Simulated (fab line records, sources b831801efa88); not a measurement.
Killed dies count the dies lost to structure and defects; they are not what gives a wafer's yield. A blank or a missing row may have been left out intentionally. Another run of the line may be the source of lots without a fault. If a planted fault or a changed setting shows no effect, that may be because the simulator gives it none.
Chamber matching | flow sky130 | 3 sister chambers for SKY_CAP2M_CVD_00 on pecvd-03
The step deposits SiO2, target thk 15.5 nm. 18 wafers are shown with their chamber, then 9 later ones without.

## WAFERS, EACH WITH ITS CHAMBER
wafer  | chamber | heater-power-w (W)
L077.1 | 1       | 829
L077.2 | 2       | 909
L077.3 | 0       | 758
L077.4 | 1       | 854
L077.5 | 2       | 890
L077.6 | 0       | 727
L082.1 | 2       | 812
L082.5 | 2       | 808
L082.6 | 0       | 890
L084.1 | 2       | 936
L084.2 | 1       | 908
L084.3 | 0       | 895
L084.4 | 2       | 955
L084.5 | 0       | 892
L084.6 | 1       | 890
L086.1 | 2       | 837
L086.4 | 0       | 840
L086.6 | 1       | 849

SIGNATURES (averages over the wafers above)
reading        | chamber 0 | chamber 1 | chamber 2 | scatter within a chamber
heater-power-w | 833.67    | 866.00    | 878.14    | 59.4
Rule: for a wafer and a chamber, the distance is found by dividing, reading by reading, the gap between the wafer's reading and the chamber's mean by the reading's scatter, squaring, summing and taking the root. If the next closest chamber is less than 2 further off than the closest, the wafer can't be placed; otherwise it belongs to the closest. How the scatter is found: for the shown wafers, subtract from each reading the mean of its chamber, square and add these, divide the total by (wafers less chambers), then take the root.

## WAFERS WHOSE CHAMBER IS MISSING
wafer  | heater-power-w (W)
L088.1 | 897
L088.2 | 829
L088.4 | 831
L094.1 | 918
L094.2 | 814
L094.3 | 777
L094.4 | 844
L094.5 | 766
L094.6 | 897

## THE CHAMBER EACH PASSED THROUGH
wafer  | from the rows above          | in truth
L088.1 | can't be placed: 2 or 1 or 0 | 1
L088.2 | can't be placed: 0 or 1 or 2 | 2
L088.4 | can't be placed: 0 or 1 or 2 | 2
L094.1 | can't be placed: 2 or 1 or 0 | 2
L094.2 | can't be placed: 0 or 1 or 2 | 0
L094.3 | can't be placed: 0 or 1 or 2 | 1
L094.4 | can't be placed: 0 or 1 or 2 | 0
L094.5 | can't be placed: 0 or 1 or 2 | 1
L094.6 | can't be placed: 2 or 1 or 0 | 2
Correctly placed: 0 of 9. From these rows, 9 cannot be placed; in 9 the true chamber is one of the candidates. Wrongly placed: 0.
